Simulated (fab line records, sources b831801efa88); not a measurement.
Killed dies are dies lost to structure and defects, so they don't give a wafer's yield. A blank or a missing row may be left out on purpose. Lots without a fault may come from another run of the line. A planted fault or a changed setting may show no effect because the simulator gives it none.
Which tool did it? | flow gf180mcu | 7 lots, 21 wafers sampled, at 2 steps of a route of 602

WHAT THE GAUGES READ, wafer by wafer
GF_VT_IMPLANT_TW_MEAS_21.
lot  | measured     | on            | VT_IMPLANT_2_TW
L514 | day 6 12:36  | film_metro-01 | 1193 1202 1194
L516 | day 6 23:20  | film_metro-04 | 1194 1166 1107
L525 | day 9 09:59  | film_metro-04 | 1237 1227 1226
L527 | day 9 20:20  | film_metro-03 | 1209 1205 1202
L531 | day 10 22:45 | film_metro-03 | 1193 1196 1197
L534 | day 11 18:26 | film_metro-03 | 1197 1195 1202
L536 | day 12 09:56 | film_metro-01 | 1198 1199 1195

WHICH TOOL RAN EACH LOT (tool, then ch and the chambers of the sampled wafers, then the start)
lot  | GF_VT_IMPLANT_IMPLANT_19
L514 | implanter-04 ch 0, day 6 12:23
L516 | implanter-04 ch 0, day 6 23:06
L525 | implanter-02 ch 0, day 9 09:44
L527 | implanter-04 ch 0, day 9 20:07
L531 | implanter-04 ch 0, day 10 22:32
L534 | implanter-04 ch 0, day 11 18:13
L536 | implanter-02 ch 0, day 12 09:41
- GF_VT_IMPLANT_IMPLANT_19

THE ANSWER, worked out from the rows above alone
Rule: what is usual is taken from the lots themselves. Put in order of their means at a reading, lots are off if they are a third of the lots or fewer, leave a main group of 4 or more, and stand apart from it by a gap of 3 or more times the standard deviation of the main group's means; of several such gaps the widest counts. A main group whose means are all the same, to the digits that the tables above print for the reading, isn't used. A lot without any number at a reading at which 4 lots or more have one is off too. The other lots that the step has rows for count as sound.
Off: L516, at GF_VT_IMPLANT_TW_MEAS_21 (VT_IMPLANT_2_TW). The main group: mean 1204, standard deviation 12.
A tool fits if, at a process step before that reading, it ran every lot that is off, and no sound lot after the first of them. The gauges at GF_VT_IMPLANT_TW_MEAS_21 are tried like those tools. None of those tried fits.

WHAT THE SIMULATOR HAD PUT IN
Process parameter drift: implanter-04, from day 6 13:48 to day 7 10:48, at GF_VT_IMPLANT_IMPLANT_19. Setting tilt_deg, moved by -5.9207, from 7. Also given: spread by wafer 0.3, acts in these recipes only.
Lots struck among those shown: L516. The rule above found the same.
